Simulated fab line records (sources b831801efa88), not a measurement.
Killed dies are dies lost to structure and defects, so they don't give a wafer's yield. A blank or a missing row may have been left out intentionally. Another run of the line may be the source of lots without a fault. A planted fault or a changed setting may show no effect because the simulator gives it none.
fab line records	flow gf180mcu
[record] lots = 11	wafers = 33	lastDay = 34
route steps=602 shown M3@413 V3@443 M4@458
lots that met no fault: from a run of the same line without faults
startH: hours from the record's opening day to when the first of the lot's shown wafers began	waitH: how many hours have passed since the lot's step before this one	" identical to the entry in the row above	L1.1+2: one row covering several wafers at once	- no value, or no start given	* or withheld: withheld	< > ~ a bound
route shown NAME@n: a module of which the file shows steps, and the number in the route of the first	usual: the fault-free wafers' mean and standard deviation	same: alike in all rows	chamber/n: place in a boat	sites: the reading at each site	_std_site: the standard deviation of these	_edge_site: outer sites' mean less inner sites'	radiusMm: for every site, how far away it sits from the centre of the wafer	mask NAME#n: copy n	behind: the last tool/chamber to shape the wafer	hold: what put the lot on hold/how long, in hours/how the hold closed	device: the transistor (n, p or np) that didn't switch	end of line: the same wafers' tests at the end of the route	step lacking rows: just its recipe	killed: dies lost to structure and defects at the first sort, not the wafer's yield	map: the dies of a wafer, with x for killed, . for not killed, _ for no die there
set.NAME: the run value of the setting; set.NAME@STEP: its run value at that earlier step	model.NAME: the simulator's own value behind a step, which no gauge read
one table for each step of the route and one row for each wafer, over a sample of lots
services: a tool's chamber out of use, with start hour (startH, from the record's first day; less than 0 if before it), hours out, and reason
[[steps]]
[step GF_M3_SPUTTER_04]
[recipe] material = TiN	targetThkNm = 50	powerW = 6500	timeS = 41.7	chamberPressurePa = 0.4
[usual] throttleValvePct = 29.5/0.89
lot.wafer	tool	chamber	startH	waitH	throttleValvePct
L850.2	pvdSputter-01	-	471.90	0.0	28.9
L850.5	"	-	"	"	30.5
L850.6	"	-	"	"	28.8
L854.1	pvdSputter-03	-	510.70	0.0	29.2
L854.2	"	-	"	"	29.1
L854.5	"	-	"	"	29.2
L855.3	pvdSputter-01	-	531.87	0.0	29.0
L855.4	"	-	"	"	28.5
L855.5	"	-	"	"	28.8
L856.1	pvdSputter-01	-	535.93	0.0	30.5
L856.4	"	-	"	"	31.4
L856.6	"	-	"	"	28.8
L859.2	pvdSputter-03	-	557.03	0.0	29.6
L859.4	"	-	"	"	29.1
L859.5	"	-	"	"	29.9
L861.2	pvdSputter-03	-	580.33	0.0	29.1
L861.4	"	-	"	"	30.1
L861.5	"	-	"	"	29.0
L863.2	pvdSputter-02	-	582.65	0.0	27.5
L863.3	"	-	"	"	28.6
L863.6	"	-	"	"	29.4
L864.2	pvdSputter-01	-	602.70	0.0	30.9
L864.4	"	-	"	"	30.5
L864.5	"	-	"	"	31.1
L868.1	pvdSputter-02	-	625.84	0.0	30.8
L868.2	"	-	"	"	29.1
L868.5	"	-	"	"	27.5
L869.1	pvdSputter-03	-	630.45	0.0	29.7
L869.4	"	-	"	"	30.3
L869.6	"	-	"	"	29.0
L872.2	pvdSputter-02	-	647.78	0.0	27.3
L872.3	"	-	"	"	29.3
L872.6	"	-	"	"	28.3
[step GF_V3_CD_MEAS_14]
[recipe] targetCdNm = 260
[usual] cdNm = 260.2/1.1
lot.wafer	tool	chamber	startH	waitH	cdNm
L850.2	cdSem-02	-	520.77	0.1	258.0
L850.5	"	-	"	"	259.0
L850.6	"	-	"	"	259.9
L854.1	cdSem-02	-	557.45	0.1	260.4
L854.2	"	-	"	"	259.6
L854.5	"	-	"	"	260.8
L855.3	cdSem-01	-	577.14	0.1	260.5
L855.4	"	-	"	"	260.3
L855.5	"	-	"	"	260.8
L856.1	cdSem-02	-	581.31	0.1	258.1
L856.4	"	-	"	"	258.6
L856.6	"	-	"	"	259.0
L859.2	cdSem-02	-	601.82	0.1	260.1
L859.4	"	-	"	"	261.2
L859.5	"	-	"	"	259.0
L861.2	cdSem-01	-	623.69	0.3	260.9
L861.4	"	-	"	"	260.9
L861.5	"	-	"	"	261.0
L863.2	cdSem-02	-	625.52	0.1	261.0
L863.3	"	-	"	"	261.1
L863.6	"	-	"	"	261.0
L864.2	cdSem-01	-	643.98	0.1	260.6
L864.4	"	-	"	"	259.9
L864.5	"	-	"	"	260.1
L868.1	cdSem-02	-	666.75	0.1	258.4
L868.2	"	-	"	"	258.7
L868.5	"	-	"	"	258.3
L869.1	cdSem-01	-	671.16	0.1	260.1
L869.4	"	-	"	"	262.6
L869.6	"	-	"	"	259.9
L872.2	cdSem-01	-	687.88	0.1	260.6
L872.3	"	-	"	"	259.7
L872.6	"	-	"	"	259.1
[step GF_V3_CVD_23]
[recipe] material = W	targetThkNm = 350	timeS = 104.9	tempC = 400	pressureTorr = 40
[usual] heaterPowerW = 786/57
lot.wafer	tool	chamber	startH	waitH	heaterPowerW
L850.2	cvdW-02	0	521.67	0.0	845
L850.5	"	1	"	"	696
L850.6	"	0	"	"	837
L854.1	cvdW-01	1	558.40	0.0	864
L854.2	"	0	"	"	769
L854.5	"	1	"	"	850
L855.3	cvdW-02	1	578.06	0.1	727
L855.4	"	0	"	"	835
L855.5	"	1	"	"	733
L856.1	cvdW-01	1	582.27	0.0	837
L856.4	"	0	"	"	784
L856.6	"	0	"	"	793
L859.2	cvdW-01	1	602.72	0.0	851
L859.4	"	1	"	"	825
L859.5	"	0	"	"	792
L861.2	cvdW-01	1	624.72	0.0	816
L861.4	"	0	"	"	773
L861.5	"	0	"	"	797
L863.2	cvdW-01	0	626.42	0.0	790
L863.3	"	1	"	"	837
L863.6	"	1	"	"	834
L864.2	cvdW-02	1	644.91	0.0	716
L864.4	"	1	"	"	726
L864.5	"	0	"	"	829
L868.1	cvdW-02	0	667.70	0.0	832
L868.2	"	1	"	"	709
L868.5	"	1	"	"	706
L869.1	cvdW-02	0	672.08	0.0	861
L869.4	"	1	"	"	697
L869.6	"	0	"	"	835
L872.2	cvdW-02	0	688.78	0.0	841
L872.3	"	0	"	"	845
L872.6	"	0	"	"	816
[step GF_V3_RS_MEAS_24]
[recipe] thkMeasGauge = four-point-probe	reads = W_of_V3_CVD_23+TiN_of_V3_SPUTTER_22+Ti_of_V3_SPUTTER_21
[usual] V3_W_RS = 0.327/0.006
lot.wafer	tool	chamber	startH	waitH	V3_W_RS[ohm/sq]
L850.2	filmMetro-01	-	521.80	0.1	0.326
L850.5	"	-	"	"	0.330
L850.6	"	-	"	"	0.327
L854.1	filmMetro-01	-	558.51	0.1	0.324
L854.2	"	-	"	"	0.317
L854.5	"	-	"	"	0.325
L855.3	filmMetro-01	-	578.18	0.1	0.325
L855.4	"	-	"	"	0.327
L855.5	"	-	"	"	0.329
L856.1	filmMetro-01	-	582.38	0.1	0.328
L856.4	"	-	"	"	0.313
L856.6	"	-	"	"	0.315
L859.2	filmMetro-04	-	602.85	0.1	0.326
L859.4	"	-	"	"	0.325
L859.5	"	-	"	"	0.313
L861.2	filmMetro-01	-	624.86	0.1	0.331
L861.4	"	-	"	"	0.238
L861.5	"	-	"	"	0.237
L863.2	filmMetro-04	-	626.55	0.1	0.236
L863.3	"	-	"	"	0.326
L863.6	"	-	"	"	0.329
L864.2	filmMetro-02	-	645.04	0.1	0.331
L864.4	"	-	"	"	0.329
L864.5	"	-	"	"	0.332
L868.1	filmMetro-01	-	667.81	0.1	0.328
L868.2	"	-	"	"	0.331
L868.5	"	-	"	"	0.329
L869.1	filmMetro-04	-	672.19	0.1	0.328
L869.4	"	-	"	"	0.330
L869.6	"	-	"	"	0.330
L872.2	filmMetro-04	-	688.91	0.1	0.327
L872.3	"	-	"	"	0.332
L872.6	"	-	"	"	0.333
[step GF_V3_THK_MEAS_25]
[recipe] thkMeasGauge = xrf	reads = W_of_V3_CVD_23
[usual] V3_W_THK = 346/8
lot.wafer	tool	chamber	startH	waitH	V3_W_THK[nm]
L850.2	filmMetro-01	-	521.91	0.1	341
L850.5	"	-	"	"	337
L850.6	"	-	"	"	341
L854.1	filmMetro-01	-	558.63	0.1	344
L854.2	"	-	"	"	350
L854.5	"	-	"	"	344
L855.3	filmMetro-01	-	578.28	0.1	342
L855.4	"	-	"	"	338
L855.5	"	-	"	"	337
L856.1	filmMetro-01	-	582.50	0.1	340
L856.4	"	-	"	"	352
L856.6	"	-	"	"	356
L859.2	filmMetro-04	-	602.96	0.1	358
L859.4	"	-	"	"	358
L859.5	"	-	"	"	370
L861.2	filmMetro-01	-	624.97	0.1	335
L861.4	"	-	"	"	462
L861.5	"	-	"	"	465
L863.2	filmMetro-04	-	626.66	0.1	483
L863.3	"	-	"	"	350
L863.6	"	-	"	"	349
L864.2	filmMetro-02	-	645.15	0.1	342
L864.4	"	-	"	"	345
L864.5	"	-	"	"	339
L868.1	filmMetro-01	-	667.93	0.1	338
L868.2	"	-	"	"	334
L868.5	"	-	"	"	337
L869.1	filmMetro-04	-	672.31	0.1	357
L869.4	"	-	"	"	353
L869.6	"	-	"	"	353
L872.2	filmMetro-04	-	689.02	0.1	355
L872.3	"	-	"	"	353
L872.6	"	-	"	"	351
[step GF_V3_CMP_26]
[recipe] stopOn = SiO2	downForcePsi = 3.5	platenRpm = 60	tOverpolishS = 15	targetThkNm = 0	padVelocityMS = 0.94248
[usual] motorCurrentA = 10.9/1	timeToEndpointS = 86/3.3
lot.wafer	tool	chamber	startH	waitH	motorCurrentA	timeToEndpointS
L850.2	cmp-02	0	531.14	9.2	10.7	87
L850.5	"	3	"	"	11.6	91
L850.6	"	0	"	"	10.3	88
L854.2	cmp-01	0	558.69	0.0	9.9	89
L854.1	"	2	"	"	10.3	90
L854.5	"	0	"	"	9.6	87
L855.3	cmp-02	0	578.32	0.0	11.3	89
L855.4	"	3	"	"	11.5	91
L855.5	"	1	"	"	11.5	88
L856.4	cmp-02	0	582.56	0.0	10.2	90
L856.1	"	2	"	"	9.3	87
L856.6	"	0	"	"	10.5	87
L859.2	cmp-01	1	603.01	0.0	13.3	84
L859.4	"	0	"	"	10.0	84
L859.5	"	2	"	"	9.6	89
L861.4	cmp-01	3	625.14	0.1	12.4	115
L861.2	"	2	"	"	10.4	85
L861.5	"	0	"	"	9.7	115
L863.2	cmp-02	0	626.76	0.1	10.6	117
L863.3	"	2	"	"	10.7	86
L863.6	"	3	"	"	11.6	86
L864.2	cmp-02	1	645.20	0.0	11.1	89
L864.4	"	0	"	"	10.6	87
L864.5	"	1	"	"	11.1	87
L868.1	cmp-02	0	668.09	0.1	11.0	82
L868.2	"	1	"	"	11.1	82
L868.5	"	3	"	"	11.4	89
L869.1	cmp-02	0	672.42	0.1	10.5	81
L869.4	"	1	"	"	11.5	83
L869.6	"	0	"	"	10.1	82
L872.2	cmp-02	0	689.12	0.1	10.2	85
L872.3	"	2	"	"	9.8	80
L872.6	"	3	"	"	11.3	86
[step GF_M4_SPUTTER_02]
[recipe] material = AlCu	targetThkNm = 450	powerW = 10600	timeS = 23.9	chamberPressurePa = 0.4
[usual] throttleValvePct = 29.8/0.74
lot.wafer	tool	chamber	startH	waitH	throttleValvePct
L850.2	pvdSputter-03	-	531.52	0.0	29.8
L850.5	"	-	"	"	29.3
L850.6	"	-	"	"	30.0
L854.1	pvdSputter-01	-	559.12	0.0	30.4
L854.2	"	-	"	"	28.9
L854.5	"	-	"	"	31.2
L855.3	pvdSputter-03	-	578.75	0.0	29.9
L855.4	"	-	"	"	30.2
L855.5	"	-	"	"	29.3
L856.1	pvdSputter-01	-	582.99	0.0	30.9
L856.4	"	-	"	"	29.2
L856.6	"	-	"	"	31.2
L859.2	pvdSputter-01	-	603.44	0.0	30.5
L859.4	"	-	"	"	31.2
L859.5	"	-	"	"	31.0
L861.2	pvdSputter-04	-	625.58	0.0	30.0
L861.4	"	-	"	"	30.4
L861.5	"	-	"	"	29.8
L863.2	pvdSputter-01	-	627.14	0.0	31.3
L863.3	"	-	"	"	29.0
L863.6	"	-	"	"	28.7
L864.2	pvdSputter-01	-	645.63	0.0	30.3
L864.4	"	-	"	"	28.9
L864.5	"	-	"	"	30.2
L868.1	pvdSputter-01	-	668.42	0.0	31.0
L868.2	"	-	"	"	30.4
L868.5	"	-	"	"	28.7
L869.1	pvdSputter-03	-	672.80	0.0	30.2
L869.4	"	-	"	"	29.1
L869.6	"	-	"	"	29.4
L872.2	pvdSputter-04	-	689.50	0.0	30.5
L872.3	"	-	"	"	30.5
L872.6	"	-	"	"	30.1
[[services]]
tool	chamber	startH	hours	kind
cmp-01	-	455.56	2.2	repair
cvdW-01	-	469.63	0.3	repair
cmp-01	-	491.86	1.1	repair
pvdSputter-02	-	496.57	5.7	repair
cvdW-01	-	503.11	6.0	pm
pvdSputter-03	1	505.94	-	consumableReplace:kit
pvdSputter-03	1	505.94	18.0	scheduledDown
pvdSputter-03	1	505.94	18.0	ventCycle
pvdSputter-04	2	518.97	-	consumableReplace:kit
pvdSputter-04	2	518.97	18.0	scheduledDown
pvdSputter-04	2	518.97	18.0	ventCycle
pvdSputter-04	-	554.19	5.2	repair
cmp-02	-	559.48	0.5	repair
cmp-02	-	572.05	4.0	pm
cmp-02	-	576.05	-	consumableReplace:conditioner
cmp-02	-	576.05	-	consumableReplace:pad
pvdSputter-01	3	603.53	-	consumableReplace:kit
pvdSputter-01	3	603.53	18.0	scheduledDown
pvdSputter-01	3	603.53	18.0	ventCycle
cvdW-02	-	621.08	6.9	pm
pvdSputter-01	-	662.35	2.1	repair
cvdW-02	-	685.24	1.0	repair
[[key]]
[firstSign] step = GF_V3_RS_MEAS_24	reading = V3_W_RS	direction = down	sigmas = 15	usual = 0.327	struck = 0.237
[effect] step = GF_V3_THK_MEAS_25	reading = V3_W_THK	direction = up	sigmas = 15	usual = 346	struck = 470
[effect] step = GF_V3_CMP_26	reading = timeToEndpointS	direction = up	sigmas = 9.2	usual = *	struck = *
metAt GF_V3_CVD_23
struckLots L861,L863
struckWafers L861.4,L861.5,L863.2
notActingAt GF_M3_SPUTTER_04,GF_V3_CD_MEAS_14,GF_M4_SPUTTER_02
onsetBetween 602.72 624.72
[fault] kind = processParameterDrift	tool = cvdW-01	chamber = 0	onsetH = 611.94	steps = GF_V3_CVD_23	channel = targetThkNm	offset = 121.34	shape = step	endH = 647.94	actsIn = theseRecipesOnly	stated = 350
